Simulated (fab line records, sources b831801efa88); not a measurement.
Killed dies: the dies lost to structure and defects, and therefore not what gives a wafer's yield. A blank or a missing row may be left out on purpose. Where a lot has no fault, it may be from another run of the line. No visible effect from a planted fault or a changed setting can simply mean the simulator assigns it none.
Which of the tools did it? / flow sky130 / 6 lots with 18 wafers sampled at 2 steps, on a route of 708 steps

== WHAT EACH GAUGE READ, for each wafer ==
SKY_SD_P_OVL_MEAS_08.
lot=L558; measured=day 26 16:12; on=overlay-01; SD_P_OVL (nm)=1.2 -0.9 1.6
lot=L561; measured=day 28 01:58; on=overlay-02; SD_P_OVL (nm)=1.0 -1.0 0.9
lot=L566; measured=day 29 23:09; on=overlay-01; SD_P_OVL (nm)=0.1 -0.1 0.0
lot=L568; measured=day 30 08:50; on=overlay-01; SD_P_OVL (nm)=0.2 -0.6 -1.5
lot=L571; measured=day 31 17:15; on=overlay-02; SD_P_OVL (nm)=0.0 2.6 0.7
lot=L578; measured=day 33 07:51; on=overlay-02; SD_P_OVL (nm)=-1.4 0.1 0.3

== WHAT TOOL EACH LOT RAN ON (gives the tool, then ch and the chambers of the sampled wafers, and finally the start) ==
lot=L558; SKY_POLY_CUT_ETCH_10=rie-diel-03 ch 1,3, day 25 10:02
lot=L561; SKY_POLY_CUT_ETCH_10=rie-diel-03 ch 0,3, day 26 21:38
lot=L566; SKY_POLY_CUT_ETCH_10=rie-diel-01 ch 2,3, day 28 18:54
lot=L568; SKY_POLY_CUT_ETCH_10=rie-diel-01 ch 0,2, day 29 04:44
lot=L571; SKY_POLY_CUT_ETCH_10=rie-diel-01 ch 0,1,2, day 30 13:51
lot=L578; SKY_POLY_CUT_ETCH_10=rie-diel-03 ch 0,1,3, day 32 04:21
- SKY_POLY_CUT_ETCH_10: etches BARC in N2/H2, stops on SiO2, time 45.9 s, target depth 60 nm.

== THE ANSWER, worked out from the rows above alone ==
Rule: the usual values come from the lots themselves. Put in order of their means at a reading, lots are off if they are a third of the lots or fewer, leave a main group of 4 or more, and stand apart from it by a gap of 3 or more times the standard deviation of the main group's means; of several such gaps the widest counts. If all means in a main group match to the digits the tables above print for the reading, that group is not used. Also off: a lot with no number at a reading for which 4 or more lots have one. The other lots that the step has rows for count as sound.
Nothing can be told from this: no lot is off at any reading shown.

== WHAT THE SIMULATOR HAD INSERTED ==
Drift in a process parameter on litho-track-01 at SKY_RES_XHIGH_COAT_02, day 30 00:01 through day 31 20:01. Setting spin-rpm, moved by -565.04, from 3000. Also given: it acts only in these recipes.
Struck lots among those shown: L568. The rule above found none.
